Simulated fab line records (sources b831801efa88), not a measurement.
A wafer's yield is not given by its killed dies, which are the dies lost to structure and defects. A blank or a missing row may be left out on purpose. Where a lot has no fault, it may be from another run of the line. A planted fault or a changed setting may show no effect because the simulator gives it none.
fab line records | flow sky130
record: lots: 6 wafers: 18 last_day: 50
route steps=708 shown FIELD_ISO@16 PAD_OPEN@708
lots that met no fault: from a run of the same line without faults
start_h: the number of hours between the record's first day and the start of the first shown wafer of the lot | wait_h: hours elapsed since this lot's preceding step | " identical to the entry in the row above | L1.1+2: one row covering several wafers at once | - no value present, or no start provided | * or withheld: withheld | < > ~ a bound
route shown NAME@n: names a module that has steps shown in the file, with the first one's number in the route | usual: mean and standard deviation over wafers with no fault | same: alike in all rows | chamber/n: place in a boat | sites: per-site readings | _std_site: standard deviation across them | _edge_site: mean of outer sites minus mean of inner sites | radius_mm: how far each site lies from the wafer's centre | mask NAME#n: copy n | behind: the tool/chamber that last shaped the wafer | hold: reason for holding the lot/hours on hold/outcome of the hold | device: which transistor (n, p or np) failed to switch | end of line: the same wafers' tests at the end of the route | a step with no rows: only its recipe | killed: dies that structure and defects cost at the first sort, which is not the same as the wafer's yield | map: a wafer's dies, marking killed ones x, the rest . and places with no die _
set.NAME: the run value of the setting; set.NAME@STEP: its run value at that earlier step | model.NAME: the simulator's own value behind a step, which no gauge read
lots at some steps of the route; a table a step, a row a wafer
services: a tool's chamber out of use, with start hour (start_h, from the record's first day; less than 0 if before it), hours out, and reason
== steps ==
step: SKY_FIELD_ISO_ETCH_15
recipe: chemistry: CHF3/O2 target_depth_nm: 180 stop_on: Si source_w: 600 bias_w: 200 pressure_mtorr: 40 chf3_flow_sccm: 50 O2_flow_sccm: 5 time_s: 72
usual: chf3_flow_sccm: 50.01/0.17 drypump_motor_current_A: 5.7/0.41 oes_product_au: 0.945/0.0064 throttle_valve_pct: 8.844/0.0097
columns lot.wafer tool chamber start_h wait_h chf3_flow_sccm drypump_motor_current_A oes_product_au rf_hours_counter_h throttle_valve_pct
L313.1 rie_diel-02 1 47.51 0.0 50.06 6.3 0.952 123 8.848
L313.2 " 0 " " 49.88 5.8 0.950 49 8.851
L313.6 " 2 " " 50.03 6.0 0.948 - 8.844
L314.2 rie_diel-03 1 54.46 0.0 50.21 5.8 0.950 173 8.839
L314.4 " 0 " " 50.05 5.7 0.951 - 8.841
L314.6 " 1 " " 49.93 5.8 0.943 - 8.862
L315.1 rie_diel-02 0 61.74 0.0 50.10 5.8 0.954 49 8.848
L315.3 " 1 " " 50.04 6.3 0.950 124 8.850
L315.4 " 2 " " 50.38 6.0 0.956 82 8.848
L316.3 rie_diel-04 1 64.69 0.0 49.92 5.5 0.938 162 8.843
L316.4 " 2 " " 50.13 5.6 0.947 75 8.845
L316.6 " 0 " " 50.04 5.6 0.938 - 8.853
L325.3 rie_diel-03 1 114.65 0.0 50.10 5.8 0.938 1 8.841
L325.4 " 0 " " 50.11 5.7 0.943 6 8.854
L325.5 " 3 " " 50.22 5.1 0.937 - 8.859
L330.1 rie_diel-03 1 136.15 0.0 49.69 5.8 0.947 2 8.855
L330.4 " 0 " " 49.95 5.7 0.938 6 8.845
L330.6 " 1 " " 49.53 5.8 0.941 - 8.828
step: SKY_FIELD_ISO_STRIP_16
recipe: chemistry: O2/N2 power_w: 1400 pressure_mtorr: 1500 platen_temp_c: withheld o2_flow_sccm: 3000 n2_flow_sccm: 300 overash_fraction: 0.5
usual: drypump_motor_current_A: 5.3/0.38 oes_product_au: 0.377/0.0055 strip_time_to_endpoint_s: 3.53/0.031
columns lot.wafer tool chamber start_h wait_h drypump_motor_current_A oes_product_au rf_hours_counter_h strip_time_to_endpoint_s
L313.1 plasma_asher-01 1 47.56 0.0 4.8 0.376 37 3.55
L313.2 " 0 " " 5.9 0.374 37 3.52
L313.6 " 1 " " 4.8 0.368 - 3.55
L314.2 plasma_asher-01 1 54.51 0.0 4.7 0.369 38 3.48
L314.4 " 0 " " 5.9 0.378 - 3.55
L314.6 " 0 " " 5.9 0.365 - 3.46
L315.1 plasma_asher-03 1 61.80 0.0 5.2 0.369 37 3.52
L315.3 " 1 " " 5.3 0.383 - 3.54
L315.4 " 0 " " 5.2 0.383 - 3.54
L316.3 plasma_asher-03 1 64.78 0.1 5.3 0.379 - 3.52
L316.4 " 0 " " 5.2 0.368 - 3.58
L316.6 " 0 " " 5.2 0.378 - 3.56
L325.3 plasma_asher-03 1 114.74 0.1 5.3 0.376 - 3.59
L325.4 " 0 " " 5.2 0.385 - 3.57
L325.5 " 1 " " 5.2 0.376 - 3.57
L330.1 plasma_asher-01 0 136.21 0.0 5.8 0.382 47 3.53
L330.4 " 1 " " 4.7 0.377 - 3.57
L330.6 " 0 " " 5.9 0.371 - 3.56
step: SKY_FIELD_ISO_ETCH_17
recipe: target_depth_a: 3420 mask_material: Si3N4 chemistry: HBr/Cl2/O2 target: Si taper_deg: 5 icp_w: 600 bias_w: 150 pressure_mtorr: 15 HBr_flow_sccm: 150 Cl2_flow_sccm: 40 O2_flow_sccm: 6 time_s: 97.7
usual: drypump_motor_current_A: 5.82/0.21 oes_product_au: 0.999/0.0084 throttle_valve_pct: 25.656/0.0096
columns lot.wafer tool chamber start_h wait_h drypump_motor_current_A oes_product_au rf_hours_counter_h throttle_valve_pct
L313.1 rie_si-01 2 47.66 0.1 5.74 0.995 46 25.643
L313.2 " 0 " " 5.94 1.003 137 25.657
L313.6 " 3 " " 5.84 0.998 - 25.651
L314.2 rie_si-02 2 54.61 0.1 5.42 1.008 1 25.649
L314.4 " 0 " " 6.03 1.000 42 25.647
L314.6 " 0 " " 6.00 0.999 - 25.665
L315.1 rie_si-01 1 61.90 0.1 6.07 0.989 123 25.663
L315.3 " 3 " " 5.86 0.989 42 25.668
L315.4 " 2 " " 5.74 1.005 46 25.661
L316.3 rie_si-02 0 64.85 0.0 5.99 1.000 42 25.656
L316.4 " 2 " " 5.32 1.005 - 25.659
L316.6 " 0 " " 6.01 1.001 - 25.649
L325.3 rie_si-01 2 114.81 0.0 5.73 1.005 46 25.680
L325.4 " 0 " " 5.94 1.001 137 25.654
L325.5 " 2 " " 5.74 0.993 - 25.644
L330.1 rie_si-01 3 136.31 0.1 5.85 0.992 43 25.669
L330.4 " 1 " " 6.08 0.994 124 25.664
L330.6 " 3 " " 5.86 0.979 - 25.672
step: SKY_FIELD_ISO_WET_ETCH_18
recipe: chemistry: H3PO4 target_depth_nm: 25 temp_c: 160 target: Si3N4 time_s: 286
step: SKY_FIELD_ISO_CLEAN_19
recipe: chemistry: SC1/SC2 mix: 1:4:20 temp_c: 70 time_s: 150
step: SKY_FIELD_ISO_CLEAN_20
recipe: chemistry: dHF time_s: 20 dilution: 100:1
step: SKY_FIELD_ISO_WET_ETCH_21
recipe: chemistry: dHF dilution: 100:1 target_depth_nm: 20 dry: ipa_marangoni target: SiO2 temp_c: 25 time_s: 400
step: SKY_FIELD_ISO_OXIDATION_22
recipe: temp_c: 950 ambient: O2 stabilise_s: 600 purge_s: 300 target_thk_a: 100 ox_time_s: 623
step: SKY_FIELD_ISO_THK_MEAS_23
recipe: reads: SiO2_of_FIELD_ISO_OXIDATION_22
usual: FIELD_ISO_OXIDATION_01_THK: 9.96/0.19
columns lot.wafer tool chamber start_h wait_h FIELD_ISO_OXIDATION_01_THK[nm]
L313.1 film_metro-01 - 50.26 0.0 9.95
L313.2 " - " " 9.89
L313.6 " - " " 9.95
L314.2 film_metro-04 - 57.23 0.0 10.20
L314.4 " - " " 10.03
L314.6 " - " " 10.26
L315.1 film_metro-03 - 64.51 0.0 9.44
L315.3 " - " " 9.36
L315.4 " - " " 9.38
L316.3 film_metro-01 - 68.66 0.0 10.01
L316.4 " - " " 9.78
L316.6 " - " " 9.75
L325.3 film_metro-04 - 116.35 0.0 10.07
L325.4 " - " " 10.06
L325.5 " - " " 10.08
L330.1 film_metro-03 - 138.69 0.0 10.18
L330.4 " - " " 9.96
L330.6 " - " " 10.02
step: SKY_FIELD_ISO_CVD_24
recipe: material: SiO2 target_thk_nm: 595 temp_c: 650 sigma_open_frac: 0.3 time_s: 99.2 sih4_flow_sccm: 60 pressure_mtorr: 6
step: SKY_FIELD_ISO_THK_MEAS_25
recipe: reads: SiO2_of_FIELD_ISO_CVD_24
usual: FIELD_ISO_CVD_24_THK: 596/6.2
columns lot.wafer tool chamber start_h wait_h FIELD_ISO_CVD_24_THK[nm]
L313.1 film_metro-03 - 50.39 0.0 595
L313.2 " - " " 598
L313.6 " - " " 591
L314.2 film_metro-03 - 57.36 0.0 587
L314.4 " - " " 590
L314.6 " - " " 592
L315.1 film_metro-03 - 64.64 0.0 606
L315.3 " - " " 594
L315.4 " - " " 602
L316.3 film_metro-04 - 68.79 0.1 592
L316.4 " - " " 593
L316.6 " - " " 595
L325.3 film_metro-01 - 116.48 0.1 590
L325.4 " - " " 603
L325.5 " - " " 591
L330.1 film_metro-01 - 138.85 0.1 592
L330.4 " - " " 590
L330.6 " - " " 591
step: SKY_FIELD_ISO_ANNEAL_26
recipe: temp_c: 1000 time_s: 1800 ambient: N2
step: SKY_FIELD_ISO_CMP_27
recipe: stop_on: Si3N4 t_overpolish_s: 16 down_force_psi: 4 platen_rpm: 60 target_thk_nm: 457.8 pad_velocity_m_s: 0.94248
usual: motor_current_A: 12.5/1.3 overpolish_run_s: 16.001/0.0086 t_overpolish_s: 16/0 time_to_endpoint_s: 112/4.2
columns lot.wafer tool chamber start_h wait_h motor_current_A overpolish_run_s t_overpolish_s time_to_endpoint_s
L313.2 cmp-02 1 53.20 0.1 15.7 15.985 16 112
L313.1 " 2 " " 11.5 16.017 16 115
L313.6 " 1 " " 15.2 15.989 16 114
L314.2 cmp-01 3 60.05 0.1 11.3 16.014 16 117
L314.4 " 1 " " 11.9 15.997 16 109
L314.6 " 3 " " 11.2 16.011 16 121
L315.3 cmp-01 1 67.52 0.1 12.6 16.003 16 106
L315.1 " 2 " " 13.7 10.905 10.905 119
L315.4 " 3 " " 11.0 16.008 16 117
L316.3 cmp-01 0 71.69 0.1 12.2 16.002 16 114
L316.4 " 2 " " 13.8 10.911 10.905 116
L316.6 " 3 " " 11.2 16.001 16 116
L325.3 cmp-02 2 118.13 0.0 10.6 15.998 16 101
L325.4 " 1 " " 15.0 16.004 16 106
L325.5 " 3 " " 11.6 16.003 16 106
L330.1 cmp-02 2 140.46 0.1 11.4 15.985 16 111
L330.4 " 0 " " 12.2 16.012 16 112
L330.6 " 2 " " 11.2 16.007 16 109
step: SKY_FIELD_ISO_WET_ETCH_28
recipe: chemistry: dHF target_depth_nm: 23.7 target: SiO2 dilution: 10:1 temp_c: 25 time_s: 47
step: SKY_PAD_OPEN_PROBE_99
usual: killed_at_M0_to_M3: 43/7.2 killed_at_M4_up: 3.1/1.8 killed_at_contacts: 24/5.4 killed_at_front_end: 15/4.4 killed_at_other: 0.4/0.56 killed_dies: 86/9.3 killed_on_rim: 17/3.6 killed_open: 47/6.9 killed_short: 39/6.6
same: gross_dies: 492 killed_at_back_side: 0
columns lot.wafer tool chamber start_h wait_h killed_at_M0_to_M3 killed_at_M4_up killed_at_contacts killed_at_front_end killed_at_other killed_dies killed_on_rim killed_open killed_short
L313.1 prober-01 - 1095.32 0.1 33 3 30 19 0 85 14 54 31
L313.2 prober-01 - 1095.37 0.1 35 7 31 19 0 92 14 46 46
L313.6 prober-01 - 1095.57 0.2 48 3 32 19 0 102 15 54 48
L314.2 prober-02 - 1104.16 0.1 43 2 24 20 1 90 21 45 45
L314.4 prober-02 - 1104.26 0.2 35 3 19 19 1 77 16 45 32
L314.6 prober-02 - 1104.36 0.2 40 2 16 18 0 76 14 40 36
L315.1 prober-01 - 1118.06 0.1 38 1 32 11 0 82 17 42 40
L315.3 prober-01 - 1118.16 0.2 33 4 23 19 0 79 16 45 34
L315.4 prober-01 - 1118.21 0.2 58 3 22 17 0 100 21 51 49
L316.3 prober-02 - 1121.17 0.2 30 1 26 9 0 66 15 31 35
L316.4 prober-02 - 1121.22 0.2 50 0 23 11 0 84 16 53 31
L316.6 prober-02 - 1121.32 0.2 51 2 32 14 1 100 24 46 54
L325.3 prober-01 - 1178.25 0.2 52 3 14 12 0 81 15 37 44
L325.4 prober-01 - 1178.30 0.2 47 3 29 22 0 101 20 54 47
L325.5 prober-01 - 1178.35 0.2 29 1 19 19 1 69 9 42 26
L330.1 prober-02 - 1189.05 0.1 54 3 19 14 0 90 14 54 35
L330.4 prober-02 - 1189.20 0.2 54 0 30 14 0 98 17 63 35
L330.6 prober-02 - 1189.30 0.2 47 4 25 14 0 90 19 51 38
killed by level:class
L313.1 VIA1:geometric_particle:open=13 CONTACT:geometric_particle:open=11 FIELD_ISO:geometric_particle:open=7 LI_CONTACT:geometric_particle:open=7 CONTACT:geometric_particle:short=6 LOCAL_INTERCONNECT:geometric_particle:short=5 VIA3:geometric_particle:open=4 VIA2:geometric_particle:open=4
L313.2 VIA1:geometric_particle:open=11 POLY_GATE:geometric_particle:open=8 LOCAL_INTERCONNECT:geometric_particle:short=8 CONTACT:geometric_particle:short=7 LI_CONTACT:geometric_particle:open=7 CONTACT:geometric_particle:open=5 VIA1:geometric_particle:short=5 METAL4:geometric_particle:short=5
L313.6 LI_CONTACT:geometric_particle:open=10 VIA1:geometric_particle:open=10 CONTACT:geometric_particle:open=10 VIA2:geometric_particle:open=8 METAL1:geometric_particle:short=7 LOCAL_INTERCONNECT:geometric_particle:short=6 POLY_GATE:geometric_particle:short=5 POLY_GATE:geometric_particle:open=5
L314.2 VIA1:geometric_particle:open=9 VIA1:geometric_particle:short=9 LI_CONTACT:geometric_particle:open=8 CONTACT:geometric_particle:open=8 VIA2:geometric_particle:open=7 FIELD_ISO:geometric_particle:short=4 VIA2:geometric_particle:short=4 CONTACT:geometric_particle:short=4
L314.4 CONTACT:geometric_particle:open=9 FIELD_ISO:geometric_particle:short=8 VIA1:geometric_particle:open=7 LI_CONTACT:geometric_particle:open=6 METAL2:geometric_particle:short=6 VIA2:geometric_particle:open=6 POLY_GATE:geometric_particle:open=5 VIA1:geometric_particle:short=4
L314.6 VIA1:geometric_particle:open=10 VIA2:geometric_particle:open=8 CONTACT:geometric_particle:open=6 FIELD_ISO:geometric_particle:open=5 CONTACT:geometric_particle:short=5 FIELD_ISO:geometric_particle:short=4 POLY_GATE:geometric_particle:short=4 VIA1:geometric_particle:short=4
L315.1 LI_CONTACT:geometric_particle:open=11 VIA3:geometric_particle:open=9 CONTACT:geometric_particle:open=8 LOCAL_INTERCONNECT:geometric_particle:short=6 CONTACT:geometric_particle:short=6 METAL1:geometric_particle:short=6 METAL2:geometric_particle:short=5 VIA2:geometric_particle:open=5
L315.3 LI_CONTACT:geometric_particle:open=7 CONTACT:geometric_particle:open=7 FIELD_ISO:geometric_particle:open=6 VIA3:geometric_particle:open=6 VIA2:geometric_particle:open=6 POLY_GATE:geometric_particle:open=5 VIA1:geometric_particle:short=5 VIA1:geometric_particle:open=4
L315.4 VIA1:geometric_particle:open=13 VIA2:geometric_particle:open=9 VIA1:geometric_particle:short=8 CONTACT:geometric_particle:short=7 METAL1:geometric_particle:short=7 LI_CONTACT:geometric_particle:open=6 VIA3:geometric_particle:open=6 POLY_GATE:geometric_particle:open=5
L316.3 LI_CONTACT:geometric_particle:open=9 VIA1:geometric_particle:open=7 CONTACT:geometric_particle:open=6 LI_CONTACT:geometric_particle:short=5 VIA1:geometric_particle:short=5 LOCAL_INTERCONNECT:geometric_particle:short=5 METAL2:geometric_particle:short=4 FIELD_ISO:geometric_particle:short=3
L316.4 VIA1:geometric_particle:open=13 CONTACT:geometric_particle:open=9 LI_CONTACT:geometric_particle:open=7 VIA2:geometric_particle:open=7 VIA3:geometric_particle:open=6 VIA1:geometric_particle:short=5 POLY_GATE:geometric_particle:short=4 CONTACT:geometric_particle:short=4
L316.6 VIA1:geometric_particle:open=16 LOCAL_INTERCONNECT:geometric_particle:short=10 CONTACT:geometric_particle:open=9 METAL2:geometric_particle:short=7 CONTACT:geometric_particle:short=6 FIELD_ISO:geometric_particle:short=6 VIA2:geometric_particle:open=6 VIA1:geometric_particle:short=5
L325.3 VIA1:geometric_particle:short=12 VIA1:geometric_particle:open=8 METAL2:geometric_particle:short=6 METAL3:geometric_particle:short=5 FIELD_ISO:geometric_particle:short=5 VIA3:geometric_particle:open=5 CONTACT:geometric_particle:open=5 VIA2:geometric_particle:open=5
L325.4 VIA1:geometric_particle:open=13 CONTACT:geometric_particle:open=12 VIA2:geometric_particle:open=8 METAL2:geometric_particle:short=7 VIA3:geometric_particle:open=7 FIELD_ISO:geometric_particle:short=6 CONTACT:geometric_particle:short=6 POLY_GATE:geometric_particle:short=5
L325.5 VIA1:geometric_particle:open=10 POLY_GATE:geometric_particle:short=8 VIA2:geometric_particle:open=6 CONTACT:geometric_particle:open=6 CONTACT:geometric_particle:short=5 LI_CONTACT:geometric_particle:open=4 POLY_GATE:geometric_particle:open=3 METAL1:geometric_particle:short=3
L330.1 VIA1:geometric_particle:open=19 CONTACT:geometric_particle:open=10 VIA1:geometric_particle:short=8 POLY_GATE:geometric_particle:open=5 FIELD_ISO:geometric_particle:short=4 VIA3:geometric_particle:open=4 VIA2:geometric_particle:open=4 VIA3:geometric_particle:short=4
L330.4 VIA1:geometric_particle:open=16 CONTACT:geometric_particle:open=14 VIA3:geometric_particle:open=9 VIA2:geometric_particle:open=8 LI_CONTACT:geometric_particle:open=7 VIA1:geometric_particle:short=7 METAL1:geometric_particle:short=5 CONTACT:geometric_particle:short=4
L330.6 VIA3:geometric_particle:open=12 VIA1:geometric_particle:open=11 CONTACT:geometric_particle:open=10 LI_CONTACT:geometric_particle:open=7 VIA1:geometric_particle:short=6 FIELD_ISO:geometric_particle:short=5 LOCAL_INTERCONNECT:geometric_particle:short=5 METAL1:geometric_particle:short=4
== services ==
columns tool chamber start_h hours kind
cmp-01 - 29.56 1.6 repair
rie_diel-04 - 46.29 1.1 repair
rie_diel-03 3 48.74 16.0 repair
rie_si-02 3 63.60 2.3 repair
cmp-02 - 64.19 4.0 pm
rie_diel-03 1 64.75 - clean
rie_diel-03 1 64.75 20.0 scheduled_down
rie_diel-03 1 64.75 20.0 vent_cycle
rie_diel-04 1 65.09 2.9 repair
rie_si-02 - 66.41 0.2 repair
cmp-02 - 68.19 - consumable_replace:conditioner
cmp-01 - 75.98 5.7 pm
cmp-01 - 84.40 2.3 repair
cmp-02 - 86.79 12.0 pm
cmp-01 - 90.25 2.8 repair
rie_diel-04 1 90.50 11.9 repair
rie_si-01 - 92.41 0.5 repair
cmp-01 - 103.94 1.8 repair
cmp-02 - 131.46 4.8 repair
rie_si-02 0 133.56 10.0 repair
plasma_asher-03 - 133.71 0.7 repair
rie_si-01 0 136.71 - clean
rie_si-01 0 136.71 10.8 scheduled_down
rie_si-01 0 136.71 10.8 vent_cycle
== key ==
first_sign: step: SKY_FIELD_ISO_CMP_27 reading: t_overpolish_s direction: down sigmas: 99+ usual: 16 struck: 10.905
effect: step: SKY_FIELD_ISO_CMP_27 reading: overpolish_run_s direction: down sigmas: 99+ usual: 16.001 struck: 10.908
met_at SKY_FIELD_ISO_CMP_27
struck_wafers L315.1,L316.4
tester_left_out L315,L316
fault: kind: process_parameter_drift tool: cmp-01 chamber: 2 onset_h: 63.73 steps: SKY_FIELD_ISO_CMP_27 channel: t_overpolish_s offset: -5.0955 shape: step end_h: 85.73 acts_in: these_recipes_only stated: 16
tester_left_out: of these lots the tester's yield and bins aren't shown, on N5 and GAA mostly nor the transistor test; their killed dies are dies lost to structure and defects alone, not to doping, threshold or leakage, so they don't give the yield
